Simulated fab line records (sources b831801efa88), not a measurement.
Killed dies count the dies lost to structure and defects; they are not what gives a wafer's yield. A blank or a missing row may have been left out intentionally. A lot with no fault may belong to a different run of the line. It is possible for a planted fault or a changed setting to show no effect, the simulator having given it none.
What tool caused it? | flow gf180mcu | Sampling: 13 lots, 39 wafers, 4 of 602 route steps

== WHAT EACH GAUGE READ, for each wafer ==
GF_V5_RS_MEAS_24: the measuring method here is four-point-probe.
lot  | measured     | on            | V5_W_RS (ohm/sq)
L812 | day 28 04:03 | film_metro-02 | 0.321 0.323 0.329
L813 | day 28 13:23 | film_metro-03 | 0.328 0.328 0.324
L814 | day 28 13:40 | film_metro-02 | 0.324 0.329 0.323
L815 | day 29 04:16 | film_metro-02 | 0.316 0.327 0.324
L816 | day 29 14:28 | film_metro-01 | 0.336 0.333 0.332
L817 | day 29 19:34 | film_metro-03 | 0.331 0.336 0.332
L820 | day 30 11:32 | film_metro-01 | 0.322 0.331 0.323
L823 | day 31 11:44 | film_metro-02 | 0.325 0.326 0.327
L826 | day 31 22:16 | film_metro-01 | 0.326 0.327 0.332
L828 | day 32 14:20 | film_metro-02 | 0.334 0.328 0.330
L829 | day 32 21:19 | film_metro-01 | 0.324 0.323 0.325
L830 | day 32 23:20 | film_metro-03 | 0.322 0.333 0.324
L831 | day 33 02:45 | film_metro-02 | 0.332 0.334 0.320

GF_TOP_METAL_OVL_MEAS_15.
lot  | measured     | on         | TOP_METAL_OVL (nm)
L812 | day 29 01:02 | overlay-01 | 0.1 0.0 -1.9
L813 | day 29 08:59 | overlay-02 | 0.9 -0.3 -0.6
L814 | day 29 10:01 | overlay-02 | -0.5 -0.2 -0.4
L815 | day 30 00:29 | overlay-01 | -0.7 -1.6 -0.3
L816 | day 30 11:10 | overlay-02 | 1.8 2.9 2.3
L817 | day 30 16:16 | overlay-02 | -0.9 0.5 -0.5
L820 | day 31 06:50 | overlay-01 | -0.6 -0.8 -0.7
L823 | day 32 06:11 | overlay-02 | 0.3 -3.4 -1.4
L826 | day 32 16:20 | overlay-02 | 0.5 -0.1 1.5
L828 | day 33 07:11 | overlay-01 | -0.3 0.5 -1.4
L829 | day 33 14:08 | overlay-01 | 0.3 1.9 1.7
L830 | day 33 16:38 | overlay-01 | -1.6 -1.3 -0.6
L831 | day 33 19:35 | overlay-01 | -0.3 -1.2 -2.1

== EACH LOT AND THE TOOL THAT RAN IT (in order: tool; ch and the chambers of the sampled wafers; start) ==
lot  | GF_V4_CMP_04                  | GF_V5_SPUTTER_22
L812 | cmp-02 ch 0,1,2, day 24 13:14 | pvd_sputter-02, day 28 03:53
L813 | cmp-01 ch 0,1,3, day 24 21:26 | pvd_sputter-01, day 28 13:10
L814 | cmp-01 ch 0,1,3, day 24 22:55 | pvd_sputter-02, day 28 13:31
L815 | cmp-01 ch 0,2,3, day 25 13:29 | pvd_sputter-03, day 29 04:07
L816 | cmp-01 ch 1,2, day 25 23:50   | pvd_sputter-02, day 29 14:17
L817 | cmp-01 ch 0,1,2, day 26 05:22 | pvd_sputter-02, day 29 19:25
L820 | cmp-02 ch 0,3, day 26 22:23   | pvd_sputter-03, day 30 11:22
L823 | cmp-01 ch 0,3, day 28 01:17   | pvd_sputter-02, day 31 11:34
L826 | cmp-02 ch 0,1,2, day 28 14:25 | pvd_sputter-03, day 31 22:06
L828 | cmp-01 ch 1,2,3, day 29 06:45 | pvd_sputter-01, day 32 14:07
L829 | cmp-01 ch 0,3, day 29 14:56   | pvd_sputter-02, day 32 21:09
L830 | cmp-01 ch 0,3, day 29 18:25   | pvd_sputter-03, day 32 23:08
L831 | cmp-01 ch 1,2,3, day 29 21:00 | pvd_sputter-02, day 33 02:36
- GF_V4_CMP_04: polishes SiO2.
- GF_V5_SPUTTER_22: material TiN, target thk 10 nm, time 40 s.

== AS READ BY THE TOOLS THEMSELVES (means over the sampled wafers that have a number; for cases with no such wafer, the mark the record gives instead) ==
GF_V4_CMP_04.
lot  | tool   | motor_current_A (A) | retaining_ring_pressure_frac | slurry_filter_dp_kPa (kPa) | time_to_endpoint_s (s)
L812 | cmp-02 | 12.7                | 1.001                        | 13.53                      | 89
L813 | cmp-01 | 12.5                | 1.001                        | 13.51                      | 78
L814 | cmp-01 | 12.1                | 1.002                        | 13.58                      | 68
L815 | cmp-01 | 12.3                | 1.000                        | 13.49                      | 69
L816 | cmp-01 | 12.4                | 1.006                        | 13.55                      | 72
L817 | cmp-01 | 12.2                | 1.002                        | 13.49                      | 70
L820 | cmp-02 | 12.9                | 1.000                        | 13.51                      | 91
L823 | cmp-01 | 12.5                | 1.001                        | 13.59                      | 74
L826 | cmp-02 | 12.8                | 0.999                        | 13.45                      | 78
L828 | cmp-01 | 12.3                | 1.002                        | 13.46                      | 84
L829 | cmp-01 | 12.4                | 0.995                        | 13.48                      | 77
L830 | cmp-01 | 12.4                | 0.995                        | 13.54                      | 78
L831 | cmp-01 | 12.3                | 0.997                        | 13.45                      | 78

GF_V5_SPUTTER_22.
lot  | tool           | throttle_valve_pct (%)
L812 | pvd_sputter-02 | 30.1
L813 | pvd_sputter-01 | 29.8
L814 | pvd_sputter-02 | 29.8
L815 | pvd_sputter-03 | 29.4
L816 | pvd_sputter-02 | 29.9
L817 | pvd_sputter-02 | 30.2
L820 | pvd_sputter-03 | 29.2
L823 | pvd_sputter-02 | 29.8
L826 | pvd_sputter-03 | 30.0
L828 | pvd_sputter-01 | 30.1
L829 | pvd_sputter-02 | 29.6
L830 | pvd_sputter-03 | 30.9
L831 | pvd_sputter-02 | 29.8

== THE ANSWER, worked out from the rows above alone ==
Rule: usual is defined by the lots themselves. Put in order of their means at a reading, lots are off if they are a third of the lots or fewer, leave a main group of 4 or more, and stand apart from it by a gap of 3 or more times the standard deviation of the main group's means; of several such gaps the widest counts. If all means in a main group match to the digits the tables above print for the reading, that group is not used. A lot without any number at a reading at which 4 lots or more have one is off too. All remaining lots with rows at the step are treated as sound. After the gauges, taken in route order, come the tools' own readings; for these a lot's mean is taken, as printed above. At the first step where some lot is off, the reading lying furthest off is the one used; lots without a number count as furthest.
Nothing can be told from this: no lot is off at any reading shown.

== WHAT THE SIMULATOR PUT IN ==
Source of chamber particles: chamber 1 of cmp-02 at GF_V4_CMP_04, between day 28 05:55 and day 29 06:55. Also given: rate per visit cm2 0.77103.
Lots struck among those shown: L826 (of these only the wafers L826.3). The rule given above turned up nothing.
